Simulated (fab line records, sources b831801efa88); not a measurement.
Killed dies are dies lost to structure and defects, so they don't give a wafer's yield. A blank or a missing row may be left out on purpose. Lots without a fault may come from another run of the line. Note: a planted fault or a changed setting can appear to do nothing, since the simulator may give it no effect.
The tool behind it: which one? + flow sky130 + 38 wafers from 13 lots sampled at 5 of the route's 708 steps

## WHAT THE GAUGES SHOWED, per wafer
SKY_METAL2_RS_MEAS_05: measurement is done with a four-point probe. Usual: METAL2_ALCU_RS typically reads 0.1257 ohm/sq, with standard deviation 0.0015.
| lot  | measured     | on           | METAL2_ALCU_RS (ohm/sq) | flag |
|------|--------------|--------------|-------------------------|------|
| L708 | day 34 06:07 | filmMetro-02 | 0.1264 0.1246 0.1258    |      |
| L709 | day 34 15:31 | filmMetro-01 | 0.1280 0.1251 0.1270    |      |
| L710 | day 34 21:26 | filmMetro-03 | 0.1250 0.1260 0.1266    |      |
| L712 | day 35 17:25 | filmMetro-01 | 0.1258 0.1264 0.1266    |      |
| L713 | day 35 19:28 | filmMetro-01 | 0.1250 0.1240 0.1252    |      |
| L714 | day 36 03:26 | filmMetro-01 | 0.1271 0.1277 0.1277    |      |
| L715 | day 36 11:09 | filmMetro-03 | 0.1261 0.1265 0.1273    |      |
| L716 | day 36 20:34 | filmMetro-03 | 0.1238 0.1250 0.1258    |      |
| L717 | day 37 03:59 | filmMetro-02 | 0.1238 0.1253 0.1252    |      |
| L718 | day 37 12:29 | filmMetro-01 | 0.1248 0.1259 0.1257    |      |
| L719 | day 38 00:13 | filmMetro-03 | 0.1256 0.1278 0.1258    |      |
| L722 | day 38 23:08 | filmMetro-01 | 0.1277 0.1287 0.1288    |      |
| L728 | day 40 09:32 | filmMetro-01 | 0.1344 0.1282           | OFF  |

SKY_METAL2_THK_MEAS_06: measures by xrf. Usual: METAL2_ALCU_THK typically reads 256 nm, with standard deviation 3.3.
| lot  | measured     | on           | METAL2_ALCU_THK (nm) | flag |
|------|--------------|--------------|----------------------|------|
| L708 | day 34 06:13 | filmMetro-02 | 254 258 254          |      |
| L709 | day 34 15:38 | filmMetro-01 | 254 256 253          |      |
| L710 | day 34 21:33 | filmMetro-03 | 259 254 250          |      |
| L712 | day 35 17:32 | filmMetro-01 | 254 258 255          |      |
| L713 | day 35 19:35 | filmMetro-01 | 259 261 257          |      |
| L714 | day 36 03:33 | filmMetro-01 | 254 253 252          |      |
| L715 | day 36 11:16 | filmMetro-03 | 253 253 254          |      |
| L716 | day 36 20:41 | filmMetro-03 | 261 257 257          |      |
| L717 | day 37 04:06 | filmMetro-02 | 260 259 258          |      |
| L718 | day 37 12:36 | filmMetro-01 | 258 256 258          |      |
| L719 | day 38 00:19 | filmMetro-03 | 254 250 256          |      |
| L722 | day 38 23:15 | filmMetro-01 | 253 251 250          |      |
| L728 | day 40 09:38 | filmMetro-01 | 240 251              | OFF  |

SKY_METAL2_CD_MEAS_15: target cd 140 nm. Usual: cdNm at 139.9 nm, with a standard deviation of 1.5.
| lot  | measured     | on       | cdNm (nm)         | flag |
|------|--------------|----------|-------------------|------|
| L708 | day 35 08:37 | cdSem-01 | 140.0 141.0 140.1 |      |
| L709 | day 35 18:04 | cdSem-01 | 141.4 141.4 139.7 |      |
| L710 | day 36 00:29 | cdSem-01 | 140.2 140.1 139.9 |      |
| L712 | day 36 20:04 | cdSem-02 | 139.9 139.1 140.1 |      |
| L713 | day 36 22:05 | cdSem-02 | 137.2 138.5 137.0 |      |
| L714 | day 37 05:40 | cdSem-02 | 138.3 138.9 140.3 |      |
| L715 | day 37 12:07 | cdSem-02 | 140.4 141.5 140.3 |      |
| L716 | day 37 22:11 | cdSem-01 | 142.5 142.3 142.2 |      |
| L717 | day 38 05:40 | cdSem-02 | 137.9 136.2 136.9 |      |
| L718 | day 38 14:35 | cdSem-02 | 140.1 138.6 139.0 |      |
| L719 | day 39 02:04 | cdSem-02 | 141.3 139.7 141.7 |      |
| L722 | day 40 00:17 | cdSem-01 | 140.7 141.7 142.1 |      |
| L728 | day 41 09:25 | cdSem-01 | 140.6 139.8       |      |

## TOOL THAT RAN EACH LOT (tool first, then ch and the chambers of the sampled wafers, then the start)
| lot  | SKY_METAL1_DESCUM_17             | SKY_METAL2_SPUTTER_02       |
|------|----------------------------------|-----------------------------|
| L708 | rieMetal-03 ch 0,1, day 33 00:26 | pvdSputter-02, day 34 05:59 |
| L709 | rieMetal-03 ch 0,1, day 33 11:17 | pvdSputter-02, day 34 15:26 |
| L710 | rieMetal-01 ch 0, day 33 16:02   | pvdSputter-01, day 34 21:20 |
| L712 | rieMetal-03 ch 0,1, day 34 11:10 | pvdSputter-03, day 35 17:20 |
| L713 | rieMetal-02 ch 0,1, day 34 13:20 | pvdSputter-02, day 35 19:22 |
| L714 | rieMetal-03 ch 0,1, day 34 21:35 | pvdSputter-01, day 36 03:20 |
| L715 | rieMetal-02 ch 0,1, day 35 05:14 | pvdSputter-01, day 36 11:04 |
| L716 | rieMetal-02 ch 0,1, day 35 14:32 | pvdSputter-01, day 36 20:28 |
| L717 | rieMetal-03 ch 0,1, day 35 21:56 | pvdSputter-02, day 37 03:52 |
| L718 | rieMetal-01 ch 0,1, day 36 08:02 | pvdSputter-01, day 37 12:23 |
| L719 | rieMetal-03 ch 0,1, day 36 19:05 | pvdSputter-03, day 38 00:06 |
| L722 | rieMetal-01 ch 0,1, day 37 18:43 | pvdSputter-03, day 38 23:02 |
| L728 | rieMetal-01 ch 0, day 39 05:30   | pvdSputter-02, day 40 09:24 |
- SKY_METAL1_DESCUM_17: chemistry O2, time 8 s.
- SKY_METAL2_SPUTTER_02: material AlCu, target thk 250 nm, time 13.3 s.

## AS READ BY THE TOOLS THEMSELVES (means over the sampled wafers that have a number; for cases with no such wafer, the mark the record gives instead)
SKY_METAL1_DESCUM_17. Usual: drypumpMotorCurrentA 5.7 A, standard deviation 0.33; oesProductAu 1.000 a.u., standard deviation 0.009.
| lot  | tool        | drypumpMotorCurrentA (A) | oesProductAu (a.u.) | flag |
|------|-------------|--------------------------|---------------------|------|
| L708 | rieMetal-03 | 5.9                      | 1.002               |      |
| L709 | rieMetal-03 | 6.0                      | 0.999               |      |
| L710 | rieMetal-01 | 5.5                      | 0.997               |      |
| L712 | rieMetal-03 | 5.9                      | 0.997               |      |
| L713 | rieMetal-02 | 5.4                      | 0.994               |      |
| L714 | rieMetal-03 | 6.1                      | 0.996               |      |
| L715 | rieMetal-02 | 5.3                      | 1.012               |      |
| L716 | rieMetal-02 | 5.3                      | 1.010               |      |
| L717 | rieMetal-03 | 5.9                      | 0.998               |      |
| L718 | rieMetal-01 | 5.6                      | 0.997               |      |
| L719 | rieMetal-03 | 5.9                      | 1.006               |      |
| L722 | rieMetal-01 | 5.6                      | 0.997               |      |
| L728 | rieMetal-01 | 5.5                      | 0.998               |      |

SKY_METAL2_SPUTTER_02. Usual: throttleValvePct at 30.0 %, with a standard deviation of 0.96.
| lot  | tool          | throttleValvePct (%) | flag |
|------|---------------|----------------------|------|
| L708 | pvdSputter-02 | 30.2                 |      |
| L709 | pvdSputter-02 | 30.3                 |      |
| L710 | pvdSputter-01 | 30.0                 |      |
| L712 | pvdSputter-03 | 28.9                 |      |
| L713 | pvdSputter-02 | 29.6                 |      |
| L714 | pvdSputter-01 | 29.7                 |      |
| L715 | pvdSputter-01 | 30.8                 |      |
| L716 | pvdSputter-01 | 30.3                 |      |
| L717 | pvdSputter-02 | 30.3                 |      |
| L718 | pvdSputter-01 | 30.5                 |      |
| L719 | pvdSputter-03 | 29.6                 |      |
| L722 | pvdSputter-03 | 29.4                 |      |
| L728 | pvdSputter-02 | 30.7                 |      |

## THE ANSWER, worked out from the rows above alone
Rule: take the mean of a lot's wafers that have a number; if it is more than 3 standard deviations from the usual mean, the lot is off. A lot without any number at a reading at which 4 lots or more have one is off too. Any other lot the step has rows for is counted as sound. First the gauges in route order, then the tools' own readings, where a lot's mean is used as printed above. At the first step where some lot is off, the reading lying furthest off is the one used; lots without a number count as furthest.
Off: L728, at SKY_METAL2_RS_MEAS_05 (METAL2_ALCU_RS).
A tool fits if, at a process step before that reading, it ran every lot that is off, and no sound lot after the first of them. The gauges at SKY_METAL2_RS_MEAS_05 are tried like those tools. Can't be told from this: 3 tools fit, rieMetal-01 at SKY_METAL1_DESCUM_17, pvdSputter-02 at SKY_METAL2_SPUTTER_02, filmMetro-01 at SKY_METAL2_RS_MEAS_05.

## WHAT WAS PUT IN BY THE SIMULATOR
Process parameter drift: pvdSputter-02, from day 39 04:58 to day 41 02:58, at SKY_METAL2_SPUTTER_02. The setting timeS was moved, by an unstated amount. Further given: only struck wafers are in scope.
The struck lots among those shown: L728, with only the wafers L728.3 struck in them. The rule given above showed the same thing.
